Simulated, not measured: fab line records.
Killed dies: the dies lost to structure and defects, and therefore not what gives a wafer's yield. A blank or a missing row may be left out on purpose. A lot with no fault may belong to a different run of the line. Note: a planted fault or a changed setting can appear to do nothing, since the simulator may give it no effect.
Comparing a struck lot with a sound one / flow sky130 / 15 steps out of a route of 708
Sound: wafers L219.2, L219.4, L219.5. Wafers L220.1, L220.3, L220.6 were the ones struck. Last of all comes the cause.
Per side, at each step with rows, come the tool, then ch with its chambers, and then its first start. Under that, the readings that differ: sound wafers / struck wafers / difference of the means / sigmas: that difference in standard deviations of wafers without a fault.
alike: readings whose means differ by less than 2 such deviations, and words and numbers that are the same on both sides. not compared: withheld readings, readings that some wafer has no value for, bounds like >300 that may hide the same value, and numbers for which the record gives no deviation and whose values overlap.
A row with sigmas, a row that says differs or no value, or rows on one side alone: a step with any of these is where the two part. Numbers that have no deviation but don't overlap get no sigmas and don't part them. Lack of a reading on every wafer of one side parts them only where that side has two or more wafers.

first, 8 steps without rows for these wafers: SKY_POLY_GATE_DEHYDRATE_05 (time 60 s); SKY_POLY_GATE_HMDS_06 (prime time 60 s); SKY_POLY_GATE_COAT_07 (resist thk 110 nm); SKY_POLY_GATE_COAT_08 (resist thk 450 nm); SKY_POLY_GATE_SOFTBAKE_09 (time 90 s); SKY_POLY_GATE_EXPOSE_10 (exposes mask P1M, target cd 150 nm); SKY_POLY_GATE_PEB_11; SKY_POLY_GATE_DEVELOP_12 (develop time 60 s).
SKY_POLY_GATE_CD_MEAS_13: target cd 150 nm.
  sound on cd sem-02 at day 20 10:40; struck on cd sem-02 at day 20 10:46
  alike: cd nm
SKY_POLY_GATE_OVL_MEAS_14:
  sound on overlay-02 at day 20 10:48; struck on overlay-02 at day 20 10:53
  alike: POLY_GATE_OVL
SKY_POLY_GATE_ETCH_15: etches BARC in N2/H2, stops on SiO2, time 118.5 s, target depth 110 nm.
  sound on rie diel-04 ch 1,3, day 20 10:50; struck on rie diel-01 ch 0,1,2, day 20 10:55
  alike: bias w, drypump motor current A, h2 flow sccm, oes product au, throttle valve pct
  not compared: rf hours counter h
SKY_POLY_GATE_ETCH_16: etches Si3N4 in CH3F/O2, stops on poly-Si, time 147.5 s, target depth 75 nm.
  sound on rie diel-04 ch 1,3, day 20 10:55; struck on rie diel-01 ch 0,1,2, day 20 11:01
  alike: bias w, drypump motor current A, oes product au, throttle valve pct
  not compared: rf hours counter h
SKY_POLY_GATE_ETCH_17: etches poly-Si in HBr/Cl2, stops on SiO2, target depth 180 nm, time 70.5 s.
  sound on rie si-02 ch 1,2,3, day 20 11:01; struck on rie si-01 ch 0,3, day 20 11:07
reading=bias w (W); sound=99.72 100.25 99.74; struck=103.29 103.79 102.96; difference=+3.44; sigmas=+11
  alike: drypump motor current A, oes product au, throttle valve pct
  not compared: rf hours counter h
SKY_POLY_GATE_STRIP_18: strips in O2/N2.
  sound on plasma asher-03 ch 0,1, day 20 11:04; struck on plasma asher-01 ch 0,1, day 20 11:10
  alike: drypump motor current A, oes product au, strip time to endpoint s
  not compared: rf hours counter h
next, for these wafers, 1 step has no rows: SKY_PAD_OPEN_PROBE_99.

## WHERE THEY PART
Only at SKY_POLY_GATE_ETCH_17, within this record. Later steps at which nothing parts them and some readings are alike: SKY_POLY_GATE_STRIP_18.

WHY: what had been put in by the simulator
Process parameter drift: rie si-01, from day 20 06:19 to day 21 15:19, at SKY_POLY_GATE_ETCH_17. Setting bias w, moved by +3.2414, from 100. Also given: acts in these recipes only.
